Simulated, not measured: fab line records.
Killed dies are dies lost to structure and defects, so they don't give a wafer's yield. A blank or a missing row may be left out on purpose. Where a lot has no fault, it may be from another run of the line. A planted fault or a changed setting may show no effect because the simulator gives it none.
Matching of chambers	flow gf180mcu	GF_V4_CMP_26 on cmp-01 has 4 sister chambers
The step polishes, stops on SiO2, t overpolish 15 s, target thk 0 nm. 18 wafers are shown with their chamber, then 9 later ones without.

== WAFERS, EACH WITH ITS CHAMBER ==
wafer	chamber	motor-current-A (A)	overpolish-run-s (s)	time-to-endpoint-s (s)
L296.3	3	11.0	15.002	85
L296.5	1	11.0	14.995	80
L296.6	0	10.4	15.001	83
L297.4	0	10.7	15.001	89
L297.5	0	10.8	15.000	84
L297.6	3	12.0	14.991	88
L298.1	2	10.9	14.987	87
L298.2	1	11.5	14.978	90
L298.4	3	11.3	14.998	88
L301.1	3	11.0	14.988	89
L301.2	2	10.6	15.005	83
L301.3	0	11.0	15.008	87
L306.1	3	11.1	15.011	86
L306.2	2	11.3	14.983	81
L306.6	2	11.0	15.006	78
L310.1	3	11.3	15.007	89
L310.4	0	10.9	14.996	85
L310.6	0	10.5	15.008	86

SIGNATURES, as means of the wafers listed above
reading	chamber 0	chamber 1	chamber 2	chamber 3	scatter within a chamber
motor-current-A	10.717	11.250	10.950	11.283	0.311
overpolish-run-s	15.00233	14.98650	14.99525	14.99950	0.00882
time-to-endpoint-s	85.67	85.00	82.25	87.50	3.04
Rule: a wafer's distance from a chamber is the root of the sum, over the readings, of the square of ((its reading less the chamber's mean) divided by the reading's scatter). The wafer belongs to the nearest chamber; if the next one is less than 2 further off, it can't be placed. The scatter is the square root of a quotient: the sum, over the shown wafers, of each reading's squared deviation from its chamber's mean, divided by wafers minus chambers.

== WAFERS WITH NO CHAMBER GIVEN ==
wafer	motor-current-A (A)	overpolish-run-s (s)	time-to-endpoint-s (s)
L312.1	10.8	15.006	85
L312.3	11.4	15.004	89
L312.5	10.8	14.992	85
L313.3	11.6	14.988	87
L313.4	11.4	15.005	84
L313.6	10.9	14.995	83
L318.3	11.4	14.994	88
L318.4	11.5	14.993	93
L318.5	11.1	15.001	92

== THE CHAMBER EACH PASSED THROUGH ==
wafer	from the rows above	in truth
L312.1	can't be placed: 0 or 2 or 3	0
L312.3	can't be placed: 3 or 1 or 0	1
L312.5	can't be placed: 2 or 0 or 1 or 3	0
L313.3	can't be placed: 1 or 3 or 2 or 0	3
L313.4	can't be placed: 3 or 2 or 1 or 0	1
L313.6	can't be placed: 2 or 0 or 1 or 3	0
L318.3	can't be placed: 3 or 1 or 2 or 0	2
L318.4	can't be placed: 3 or 1 or 0 or 2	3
L318.5	can't be placed: 3 or 0 or 1 or 2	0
Correct placement for 0 of the 9. Cannot be placed on the basis of these rows: 9; the candidates contain the true chamber in 9. Placed wrongly: 0.
